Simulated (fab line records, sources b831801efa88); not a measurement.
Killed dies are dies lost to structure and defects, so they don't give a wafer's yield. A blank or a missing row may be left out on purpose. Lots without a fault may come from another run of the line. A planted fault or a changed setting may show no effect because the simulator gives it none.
Which tool did it? | flow sky130 | 11 lots, 33 wafers sampled, at 1 step of a route of 708

WHAT THE GAUGES READ, wafer by wafer
SKY_METAL3_OVL_MEAS_14. Usual: METAL3_OVL -1 nm, standard deviation 4.7.
lot  | measured     | on         | METAL3_OVL (nm) | flag
L210 | day 38 08:12 | overlay-02 | 14 7 3          |
L211 | day 38 18:21 | overlay-02 | -8 -4 -3        |
L212 | day 39 06:14 | overlay-02 | 0 6 1           |
L214 | day 39 23:53 | overlay-01 | 1 -3 -1         |
L213 | day 40 00:08 | overlay-02 | -2 2 7          |
L218 | day 41 04:49 | overlay-01 | -1 2 -4         |
L223 | day 42 15:56 | overlay-01 | -4 -8 -3        |
L227 | day 43 14:02 | overlay-02 | 0 -3 0          |
L230 | day 44 12:46 | overlay-02 | -6 -2 -3        |
L231 | day 44 13:47 | overlay-01 | -2 -6 -5        |
L232 | day 44 17:27 | overlay-02 | 0 -1 2          |

WHICH TOOL RAN EACH LOT (tool, then ch and the chambers of the sampled wafers, then the start)
The record holds no process step before these readings.

WHAT THE TOOLS THEMSELVES READ (means of the sampled wafers that have a number; where no wafer has one, the mark that the record gives instead)
The record holds no such reading with a usual standard deviation.

THE ANSWER, worked out from the rows above alone
Rule: a lot is off if the mean of its wafers that have a number lies more than 3 standard deviations from the usual mean. A lot without any number at a reading at which 4 lots or more have one is off too. The other lots that the step has rows for count as sound. The gauges are gone through in route order, then the tools' own readings, and for those a lot's mean is taken as printed above. The first step at which some lot is off is used, and at that step the reading that is off furthest; a lot without a number counts as furthest.
No lot is off at any reading shown: from this, nothing can be told.

WHAT THE SIMULATOR HAD PUT IN
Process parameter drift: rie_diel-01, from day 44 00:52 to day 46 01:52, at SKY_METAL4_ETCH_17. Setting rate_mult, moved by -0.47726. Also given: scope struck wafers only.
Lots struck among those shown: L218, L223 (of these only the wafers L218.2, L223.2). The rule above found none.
